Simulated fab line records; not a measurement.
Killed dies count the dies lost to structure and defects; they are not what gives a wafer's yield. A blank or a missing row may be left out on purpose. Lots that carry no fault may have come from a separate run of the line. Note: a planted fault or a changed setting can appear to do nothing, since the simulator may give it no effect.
Chamber matching | flow sfqLine | 3 sister chambers for SFQ_TRILAYER_I1_DEP_PECVD_045 on pecvd-02
The step deposits SiO2 from SiH4/N2O, time 111.11 s, target thk 500 nm. 6 wafers are shown with their chamber, then 7 later ones without.

## WAFERS, EACH WITH ITS CHAMBER
wafer  | chamber | heaterPowerW (W) | heaterPowerOuterW (W)
L286.4 | 1       | 85               | 35
L290.1 | 2       | 121              | 54
L290.3 | 0       | 86               | 31
L290.5 | 1       | 103              | 48
L293.2 | 2       | 101              | 41
L293.3 | 0       | 83               | 30

## WAFERS MISSING THEIR CHAMBER
wafer  | heaterPowerW (W) | heaterPowerOuterW (W)
L293.6 | 109              | 47
L303.1 | 71               | 21
L303.3 | 113              | 50
L303.4 | 106              | 48
L305.2 | 69               | 20
L305.3 | 93               | 40
L305.4 | 96               | 43

## CHAMBER TAKEN BY EACH
wafer  | from the rows above          | in truth
L293.6 | can't be placed: 2 or 1      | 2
L303.1 | can't be placed: 0 or 1      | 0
L303.3 | can't be placed: 2 or 1      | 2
L303.4 | can't be placed: 2 or 1      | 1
L305.2 | can't be placed: 0 or 1      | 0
L305.3 | can't be placed: 1 or 0 or 2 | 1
L305.4 | can't be placed: 1 or 2 or 0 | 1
0 of 7 placed correctly. Not placeable from these rows: 7 (in 7, the candidates include the true chamber). Wrongly placed: 0.
How it was worked out, from the rows above alone: a wafer's distance from a chamber is the root of the sum, over the readings, of the square of ((its reading less the chamber's mean) divided by the reading's scatter). The wafer belongs to the nearest chamber; if the next one is less than 2 further off, it can't be placed. Each chamber's mean is taken over the wafers shown for it. The scatter: take each reading less its chamber's mean, square it, sum over the shown wafers, divide by the number of wafers less the number of chambers, and take the root.
